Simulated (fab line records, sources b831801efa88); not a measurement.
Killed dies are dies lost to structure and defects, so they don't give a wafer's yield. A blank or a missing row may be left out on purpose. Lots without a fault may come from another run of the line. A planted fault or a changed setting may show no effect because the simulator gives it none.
One fault seen from 2 desks | flow sky130 | each desk has only its own numbers; what lay behind them comes last

THE TOOL OWNER'S DESK: iline_stepper-01
The tool's own readings at SKY_VIA4_EXPOSE_08 (exposes mask VIM4, target cd 800 nm): means of the sampled wafers that have a number, for each lot that ran on this tool. A lot is out of limits, marked OUT, if its mean lies more than 4 standard deviations from the usual mean; the brackets give that distance.
Columns: A = focus_offset_nm at SKY_VIA4_EXPOSE_08, usual 0.1 nm
lot  | first seen here | A
L607 | day 42 05:13    | 0.3
L611 | day 44 17:12    | -0.3
L620 | day 46 09:21    | -0.4
L624 | day 47 13:11    | -0.5
This desk's finding: nothing out of limits on any of the 4 lots.

THE METROLOGY DESK
What the gauges read, lot by lot, whatever tool the lot ran on: means of the sampled wafers that have a number. A lot is out of limits, marked OUT, if its mean lies more than 4 standard deviations from the usual mean; the brackets give that distance.
Columns: A = VIA4_HDPCVD_THK at SKY_VIA4_THK_MEAS_01, usual 1751 nm; B = VIA4_BOW at SKY_VIA4_BOW_MEAS_03, usual 80 um; C = VIA4_OVL at SKY_VIA4_OVL_MEAS_11, usual 0.1 nm
lot  | first seen here | A    | B  | C
L607 | day 41 16:49    | 1721 | 83 | 0.7
L611 | day 44 06:41    | 1756 | 83 | 0.8
L620 | day 45 23:26    | 1737 | 86 | 0.6
L624 | day 47 01:52    | 1763 | 69 | 0.4
L626 | day 47 11:05    | 1763 | 81 | -0.6
L628 | day 48 00:54    | 1744 | 75 | -1.4
This desk's finding: nothing out of limits on any of the 6 lots.

PUT TOGETHER
The tool owner's desk saw nothing out of limits.
The metrology desk saw nothing out of limits.

WHAT THE SIMULATOR HAD PUT IN
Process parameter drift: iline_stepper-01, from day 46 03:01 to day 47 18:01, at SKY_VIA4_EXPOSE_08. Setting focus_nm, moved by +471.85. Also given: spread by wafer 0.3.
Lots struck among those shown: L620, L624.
